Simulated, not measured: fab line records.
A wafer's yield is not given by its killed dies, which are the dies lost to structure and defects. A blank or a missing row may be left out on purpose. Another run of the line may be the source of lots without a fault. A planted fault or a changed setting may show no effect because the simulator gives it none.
Struck lot and sound lot, side by side | flow sky130 | 16 out of 708 route steps
Sound: the wafers L572.1, L572.3, L572.4. Wafers struck: L582.2, L582.3, L582.4. Last of all comes the cause.
Order at every step that has rows: each side's tool, ch and its chambers, its first start. Under that, the readings that differ: sound wafers | struck wafers | difference of the means | sigmas: that difference in standard deviations of wafers without a fault.
alike: readings with means less than 2 such deviations apart, plus words and numbers identical on both sides. not compared: withheld readings, readings lacking a value on some wafer, bounds such as >300 that could conceal the same value, and numbers that have no deviation in the record and whose values overlap.
The two part at a step that has a row with sigmas, a row that says differs or no value, or rows on one side only. Numbers that have no deviation but don't overlap get no sigmas and don't part them. Lack of a reading on every wafer of one side parts them only where that side has two or more wafers.

first, 8 steps without rows for these wafers: SKY_METAL1_DEHYDRATE_07 (time 60 s); SKY_METAL1_HMDS_08 (prime time 60 s); SKY_METAL1_COAT_09 (resist thk 60 nm); SKY_METAL1_COAT_10 (resist thk 450 nm); SKY_METAL1_SOFTBAKE_11 (time 90 s); SKY_METAL1_EXPOSE_12 (exposes mask MM1, target cd 140 nm); SKY_METAL1_PEB_13; SKY_METAL1_DEVELOP_14 (develop time 60 s).
SKY_METAL1_CD_MEAS_15: target cd 140 nm.
  sound on cd sem-01, day 35 00:13; struck on cd sem-01, day 37 10:25
  alike: cd nm
SKY_METAL1_OVL_MEAS_16:
  sound on overlay-01, day 35 00:20; struck on overlay-02, day 37 10:31
  alike: METAL1_OVL
SKY_METAL1_DESCUM_17: chemistry O2, time 8 s.
  sound on rie metal-02 ch 0,1, day 35 00:22; struck on rie metal-02 ch 0,1, day 37 10:32
  alike: chamber pressure mTorr, drypump motor current A, oes product au
  not compared: rf hours counter h
SKY_METAL1_ETCH_18: etches BARC in N2/H2, stops on SiO2, time 45.9 s, target depth 60 nm.
  sound on rie metal-02 ch 0,1, day 35 00:24; struck on rie metal-02 ch 0,1, day 37 10:35
  alike: chamber pressure mTorr, drypump motor current A, n2 flow sccm, oes product au, throttle valve pct
  not compared: rf hours counter h
SKY_METAL1_METAL_ETCH_19: etches the open film in Cl2/BCl3, stops on SiO2, target depth 360 nm, time 78 s.
  sound on rie metal-02 ch 0,1, day 35 00:28; struck on rie metal-02 ch 0,1, day 37 10:38
  reading                                       | sound             | struck                  | difference | sigmas
  oes product au (a.u.)                         | 0.855 0.852 0.860 | 0.763 0.773 0.762       | -0.090     | -16
  over etch frac                                | 0.3 0.3 0.3       | 0.58101 0.58101 0.58101 | +0.28101   |
  model.KrF-thick_of_METAL1_COAT_10.thk nm (nm) | 159.5 160.4 161.4 | 118.9 111 119.3         | -44.0      |
  model.METAL1.cd nm (nm)                       | 140.4 139.9 138.9 | 132.3 135.6 131.2       | -6.7       |
  model.SiO2_of_CONTACT_HDPCVD_02.thk nm (nm)   | 326.4 326.9 326.4 | 325.2 323.2 323.9       | -2.5       |
  alike: chamber pressure mTorr, drypump motor current A, throttle valve pct
  not compared: rf hours counter h
SKY_METAL1_STRIP_20: strips in O2/N2.
  sound on plasma asher-02 ch 0,1, day 35 00:33; struck on plasma asher-03 ch 0,1, day 37 10:44
  reading                      | sound             | struck            | difference | sigmas
  oes product au (a.u.)        | 0.342 0.348 0.343 | 0.325 0.320 0.323 | -0.022     | -4
  strip time to endpoint s (s) | 2.72 2.70 2.74    | 2.24 2.18 2.25    | -0.50      | -12
  alike: chamber pressure mTorr, drypump motor current A, n2 flow sccm
  not compared: rf hours counter h
then, 1 step without rows for these wafers: SKY_METAL1_STRIP_21 (strips in post etch residue remover, time 1200 s).
-- the record jumps here: 12 days lie between the struck wafers' starts before and after (it left off in module METAL1 and takes up again in module PAD_OPEN, whose first step shown is number 708 of the route) --
SKY_PAD_OPEN_PROBE_99:
  sound on prober-01, day 47 12:25; struck on prober-02, day 49 07:17
  reading                        | sound                | struck               | difference | sigmas
  model.etest.met1.width nm (nm) | 141.3 141 141.1      | 130.9 137.8 131.8    | -7.6       |
  model.etest.met1.line ohm um   | 0.9049 0.9152 0.9073 | 0.9746 0.9293 0.9769 | +0.0511    |
  alike: defect limited yield, killed_at_M0_to_M3, killed_at_M4_up, killed at contacts, killed at front end, killed at other, killed dies, killed on rim, killed open, killed short, sort_bin_3_pad_short, sort_bin_5_function, sort_bin_6_memory, sort n pass, sort yield pct

== WHERE THEY PART ==
Earliest at SKY_METAL1_METAL_ETCH_19; latest, in this record, at SKY_METAL1_STRIP_20. Later steps at which nothing parts them and some readings are alike: SKY_PAD_OPEN_PROBE_99.

WHY: the cause the simulator had injected
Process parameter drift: rie metal-02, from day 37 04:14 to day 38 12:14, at SKY_METAL1_METAL_ETCH_19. From 0.3, the setting over etch frac moved by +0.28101. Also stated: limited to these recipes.
